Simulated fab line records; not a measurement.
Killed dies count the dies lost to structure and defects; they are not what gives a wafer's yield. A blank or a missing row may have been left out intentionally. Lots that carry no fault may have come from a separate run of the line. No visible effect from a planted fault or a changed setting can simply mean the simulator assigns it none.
fab line records	flow sky130
[record] lots = 13	wafers = 38	lastDay = 50
route steps=708 shown PWDE@47 VT_ADJUST_PCH@150 SONOS_ONO@169 POLY_GATE@232
lots that met no fault: from a run of the same line without faults
startH: hours from the record's first day to the start of the lot's first wafer shown	waitH: time in hours since the lot's previous step	" repeats the value in the row above	L1.1+2: a single row standing in for several wafers	- either no value or no given start	* or withheld: withheld	< > ~ a bound
route shown NAME@n: names a module that has steps shown in the file, with the first one's number in the route	usual: the fault-free wafers' mean and standard deviation	same: alike in all rows	chamber/n: place in a boat	sites: readings site by site	_std_site: how widely they spread, as a standard deviation	_edge_site: outer sites' mean less inner sites'	radiusMm: how far each site lies from the wafer's centre	mask NAME#n: copy n	behind: the tool/chamber that last shaped the wafer	hold: why the lot was held/for how many hours/how that ended	device: the transistor (n, p or np) that didn't switch	end of line: the same wafers' tests at the end of the route	a step with no rows: only its recipe	killed: not the wafer's yield, but the dies lost to structure and defects at the first sort	map: per-die view of a wafer (x killed, . not killed, _ where there is no die)
set.NAME: the setting as run; set.NAME@STEP: as run at that earlier step	model.NAME: the simulator's own value behind a step, which no gauge read
the route's steps for a sample of lots (tables are steps, rows are wafers)
services: the hour from which a tool's chamber was out of use, counted from the record's first day as startH (under 0 if before that day), plus the number of hours and why
[[steps]]
[step SKY_PWDE_COAT_02]
[recipe] spinRpm = 2000	resistThkNm = 3000
lot.wafer	tool	chamber	startH	waitH
L125.2+3+4	lithoTrack-03	0	61.22	0.1
L126.2+4+5	lithoTrack-02	0	63.76	0.1
L127.3+4+6	lithoTrack-04	0	72.02	0.1
L128.2+3+4	lithoTrack-04	0	73.84	0.1
L131.1+2+4	lithoTrack-03	0	93.44	0.1
L134.1+3+4	lithoTrack-03	0	117.54	0.1
L137.4+6	lithoTrack-04	0	134.79	0.1
L139.1+2+4	lithoTrack-04	0	142.42	0.1
L143.1+4+5	lithoTrack-02	0	160.68	0.1
L144.4+5+6	lithoTrack-04	0	166.64	0.1
L145.1+2+5	lithoTrack-02	0	171.93	0.1
L146.1+4+6	lithoTrack-03	0	174.24	0.1
L147.2+4+5	lithoTrack-04	0	180.64	0.1
[step SKY_PWDE_STRIP_09]
[recipe] chemistry = O2/N2	powerW = 1400	pressureMtorr = 1500	platenTempC = withheld	o2FlowSccm = 3000	n2FlowSccm = 300	overashFraction = 0.5
[usual] drypumpMotorCurrentA = 5.7/0.34	oesProductAu = 0.722/0.0043	stripTimeToEndpointS = 36.95/0.1
lot.wafer	tool	chamber	startH	waitH	drypumpMotorCurrentA	oesProductAu	rfHoursCounterH	stripTimeToEndpointS
L125.2	plasmaAsher-01	1	70.30	0.1	5.5	0.726	38	36.87
L125.3	"	1	"	"	5.4	0.717	-	36.77
L125.4	"	0	"	"	6.0	0.719	-	36.82
L126.2	plasmaAsher-03	1	72.67	0.1	5.1	0.721	37	37.13
L126.4	"	1	"	"	5.1	0.723	-	37.08
L126.5	"	1	"	"	5.1	0.718	-	37.04
L127.3	plasmaAsher-01	0	80.39	0.1	6.0	0.721	-	37.01
L127.4	"	1	"	"	5.4	0.724	-	36.99
L127.6	"	0	"	"	6.0	0.726	-	36.94
L128.2	plasmaAsher-01	1	82.52	0.1	5.4	0.727	40	36.91
L128.3	"	1	"	"	5.4	0.730	-	36.93
L128.4	"	0	"	"	6.0	0.722	-	37.01
L131.1	plasmaAsher-04	0	101.82	0.1	6.2	0.725	42	37.93
L131.2	"	1	"	"	5.8	0.729	42	37.95
L131.4	"	0	"	"	6.2	0.719	-	37.92
L134.1	plasmaAsher-04	0	126.97	0.1	6.2	0.719	44	37.83
L134.3	"	0	"	"	6.2	0.727	-	37.83
L134.4	"	1	"	"	5.8	0.717	-	37.83
L137.4	plasmaAsher-04	0	144.95	0.1	6.2	0.713	-	37.01
L137.6	"	1	"	"	5.8	0.725	-	36.96
L139.1	plasmaAsher-01	0	152.70	0.1	6.0	0.720	3	37.08
L139.2	"	1	"	"	5.4	0.715	3	37.03
L139.4	"	1	"	"	5.4	0.722	-	37.04
L143.1	plasmaAsher-03	0	171.20	0.1	5.6	0.718	47	36.89
L143.4	"	0	"	"	5.7	0.718	-	36.82
L143.5	"	0	"	"	5.6	0.718	-	37.03
L144.4	plasmaAsher-01	1	176.34	0.1	5.5	0.722	-	37.03
L144.5	"	0	"	"	6.0	0.728	-	37.09
L144.6	"	1	"	"	5.5	0.721	-	36.98
L145.1	plasmaAsher-01	0	182.70	0.1	6.0	0.719	6	36.71
L145.2	"	1	"	"	5.5	0.719	6	36.67
L145.5	"	1	"	"	5.5	0.726	-	36.75
L146.1	plasmaAsher-04	1	184.55	0.1	5.8	0.720	49	36.95
L146.4	"	0	"	"	6.2	0.718	-	36.92
L146.6	"	1	"	"	5.8	0.720	-	36.92
L147.2	plasmaAsher-03	1	190.85	0.1	5.2	0.726	49	37.10
L147.4	"	1	"	"	5.1	0.711	-	36.92
L147.5	"	1	"	"	5.1	0.727	-	36.97
[step SKY_VT_ADJUST_PCH_OVL_MEAS_07]
[usual] VT_ADJUST_PCH_OVL = 1.3/1.3
lot.wafer	tool	chamber	startH	waitH	VT_ADJUST_PCH_OVL[nm]
L125.2	overlay-02	-	223.21	-	0.4
L125.3	"	-	"	"	2.7
L125.4	"	-	"	"	1.9
L126.2	overlay-02	-	227.24	-	2.2
L126.4	"	-	"	"	2.3
L126.5	"	-	"	"	1.6
L127.3	overlay-02	-	235.63	-	2.0
L127.4	"	-	"	"	2.8
L127.6	"	-	"	"	0.8
L128.2	overlay-02	-	241.52	-	0.6
L128.3	"	-	"	"	1.1
L128.4	"	-	"	"	1.6
L131.1	overlay-02	-	267.03	-	2.5
L131.2	"	-	"	"	3.1
L131.4	"	-	"	"	0.9
L134.1	overlay-02	-	303.28	-	-1.1
L134.3	"	-	"	"	-0.6
L134.4	"	-	"	"	-1.5
L137.4	overlay-02	-	329.22	-	1.9
L137.6	"	-	"	"	0.6
L139.1	overlay-01	-	338.48	-	1.8
L139.2	"	-	"	"	0.5
L139.4	"	-	"	"	1.2
L143.1	overlay-01	-	361.47	-	-1.5
L143.4	"	-	"	"	0.2
L143.5	"	-	"	"	-1.7
L144.4	overlay-01	-	371.48	-	-0.1
L144.5	"	-	"	"	-1.3
L144.6	"	-	"	"	0.6
L145.1	overlay-02	-	379.73	-	0.9
L145.2	"	-	"	"	0.4
L145.5	"	-	"	"	2.5
L146.1	overlay-01	-	383.78	-	0.2
L146.4	"	-	"	"	3.8
L146.6	"	-	"	"	2.4
L147.2	overlay-02	-	389.39	-	0.4
L147.4	"	-	"	"	0.4
L147.5	"	-	"	"	0.3
[step SKY_SONOS_ONO_THK_MEAS_01]
[recipe] reads = SiO2_of_SONOS_ONO_OXIDATION_00
[usual] SONOS_ONO_OXIDATION_THK = 2.90/0.061
lot.wafer	tool	chamber	startH	waitH	SONOS_ONO_OXIDATION_THK[nm]
L125.2	filmMetro-03	-	249.23	0.0	2.89
L125.3	"	-	"	"	2.88
L125.4	"	-	"	"	2.89
L126.2	filmMetro-02	-	253.96	0.0	2.91
L126.4	"	-	"	"	2.86
L126.5	"	-	"	"	2.81
L127.3	filmMetro-03	-	261.71	0.0	2.83
L127.4	"	-	"	"	2.81
L127.6	"	-	"	"	2.86
L128.2	filmMetro-01	-	270.35	0.0	2.88
L128.3	"	-	"	"	2.86
L128.4	"	-	"	"	2.82
L131.1	filmMetro-02	-	294.15	0.0	2.87
L131.2	"	-	"	"	2.83
L131.4	"	-	"	"	2.89
L134.1	filmMetro-03	-	333.96	0.0	3.06
L134.3	"	-	"	"	3.08
L134.4	"	-	"	"	3.02
L137.4	filmMetro-03	-	359.15	0.0	2.98
L137.6	"	-	"	"	2.93
L139.1	filmMetro-01	-	369.94	0.0	2.97
L139.2	"	-	"	"	2.88
L139.4	"	-	"	"	2.93
L143.1	filmMetro-01	-	393.72	0.0	2.90
L143.4	"	-	"	"	2.97
L143.5	"	-	"	"	2.89
L144.4	filmMetro-03	-	402.80	0.0	2.93
L144.5	"	-	"	"	2.86
L144.6	"	-	"	"	2.91
L145.1	filmMetro-02	-	410.24	0.0	2.78
L145.2	"	-	"	"	2.81
L145.5	"	-	"	"	2.82
L146.1	filmMetro-01	-	415.89	0.0	2.90
L146.4	"	-	"	"	2.85
L146.6	"	-	"	"	2.87
L147.2	filmMetro-01	-	420.45	0.0	2.88
L147.4	"	-	"	"	2.93
L147.5	"	-	"	"	2.99
[step SKY_POLY_GATE_STRIP_18]
[recipe] chemistry = O2/N2	powerW = 1400	pressureMtorr = 1500	platenTempC = withheld	o2FlowSccm = 3000	n2FlowSccm = 300	overashFraction = 0.5
[usual] drypumpMotorCurrentA = 5.83/0.27	oesProductAu = 0.361/0.0049	stripTimeToEndpointS = 3.18/0.06
lot.wafer	tool	chamber	startH	waitH	drypumpMotorCurrentA	oesProductAu	rfHoursCounterH	stripTimeToEndpointS
L125.2	plasmaAsher-04	0	366.48	0.0	6.18	0.365	67	3.30
L125.3	"	0	"	"	6.19	0.362	-	3.28
L125.4	"	1	"	"	5.79	0.357	-	3.22
L126.2	plasmaAsher-04	1	371.40	0.0	5.79	0.366	68	3.18
L126.4	"	1	"	"	5.78	0.363	-	3.21
L126.5	"	0	"	"	6.16	0.356	-	3.12
L127.3	plasmaAsher-04	1	380.86	0.1	5.79	0.369	-	3.25
L127.4	"	0	"	"	6.19	0.364	-	3.23
L127.6	"	1	"	"	5.77	0.360	-	3.19
L128.2	plasmaAsher-04	0	388.95	0.0	6.18	0.357	69	3.14
L128.3	"	1	"	"	5.79	0.363	-	3.18
L128.4	"	0	"	"	6.17	0.354	-	3.12
L131.1	plasmaAsher-02	0	422.28	0.0	5.73	0.363	64	3.14
L131.2	"	1	"	"	5.48	0.365	64	3.18
L131.4	"	0	"	"	5.71	0.360	-	3.29
L134.1	plasmaAsher-02	1	464.50	0.0	5.48	0.364	68	3.14
L134.3	"	1	"	"	5.47	0.367	-	3.24
L134.4	"	0	"	"	5.72	0.359	-	3.11
L137.4	plasmaAsher-02	1	491.61	0.1	5.47	0.363	-	3.18
L137.6	"	0	"	"	5.72	0.365	-	3.14
L139.1	plasmaAsher-01	1	501.15	0.0	5.43	0.368	36	3.25
L139.2	"	0	"	"	6.00	0.356	36	3.24
L139.4	"	0	"	"	6.00	0.364	-	3.22
L143.1	plasmaAsher-04	0	527.35	0.0	6.16	0.362	84	3.19
L143.4	"	1	"	"	5.79	0.356	-	3.13
L143.5	"	1	"	"	5.81	0.362	-	3.05
L144.4	plasmaAsher-04	1	534.36	0.1	5.78	0.357	-	3.24
L144.5	"	1	"	"	5.80	0.356	-	3.14
L144.6	"	0	"	"	6.16	0.370	-	3.30
L145.1	plasmaAsher-01	0	542.75	0.0	6.05	0.360	40	3.14
L145.2	"	1	"	"	5.44	0.357	40	3.20
L145.5	"	0	"	"	6.00	0.355	-	3.16
L146.1	plasmaAsher-02	0	547.52	0.0	5.73	0.360	76	3.19
L146.4	"	1	"	"	5.48	0.362	-	3.16
L146.6	"	1	"	"	5.49	0.356	-	3.18
L147.2	plasmaAsher-01	0	550.85	0.0	6.02	0.360	41	3.23
L147.4	"	1	"	"	5.41	0.364	-	3.27
L147.5	"	1	"	"	5.41	0.365	-	3.21
[[services]]
tool	chamber	startH	hours	kind
plasmaAsher-01	-	66.94	3.0	repair
plasmaAsher-04	-	71.70	10.0	repair
plasmaAsher-01	-	108.75	9.0	pm
plasmaAsher-01	0	108.75	9.0	ventCycle
plasmaAsher-01	1	108.75	9.0	ventCycle
plasmaAsher-01	0	117.75	-	clean
plasmaAsher-01	1	117.75	-	clean
plasmaAsher-03	-	247.96	0.6	repair
plasmaAsher-04	-	264.37	1.5	repair
plasmaAsher-02	-	270.84	2.8	pm
plasmaAsher-01	-	366.33	2.8	pm
plasmaAsher-03	-	394.86	2.5	repair
plasmaAsher-04	-	416.08	0.7	repair
plasmaAsher-03	-	421.25	9.0	pm
plasmaAsher-03	0	421.25	9.0	ventCycle
plasmaAsher-03	1	421.25	9.0	ventCycle
plasmaAsher-03	0	430.25	-	clean
plasmaAsher-03	1	430.25	-	clean
plasmaAsher-01	-	449.20	7.6	pm
plasmaAsher-03	-	449.67	0.4	repair
plasmaAsher-02	-	474.45	1.3	repair
plasmaAsher-02	-	520.88	7.9	repair
plasmaAsher-03	-	527.54	0.8	repair
plasmaAsher-04	-	529.90	1.0	repair
[[key]]
[firstSign] step = SKY_PWDE_STRIP_09	reading = stripTimeToEndpointS	direction = up	sigmas = 9.4	usual = *	struck = *
effect none on later readings
metAt SKY_PWDE_COAT_02
struckLots L131,L134
testerLeftOut L131,L134
notActingAt SKY_VT_ADJUST_PCH_OVL_MEAS_07,SKY_SONOS_ONO_THK_MEAS_01,SKY_POLY_GATE_STRIP_18
onsetBetween 61.22 93.44
[fault] kind = processParameterDrift	tool = lithoTrack-03	chamber = -	onsetH = 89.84	steps = SKY_PWDE_COAT_02	channel = resistThkNm	offset = 86.231	shape = step	endH = 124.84	actsIn = theseRecipesOnly	stated = 3000
// testerLeftOut: of these lots the tester's yield and bins aren't shown, on N5 and GAA mostly nor the transistor test; their killed dies are dies lost to structure and defects alone, not to doping, threshold or leakage, so they don't give the yield
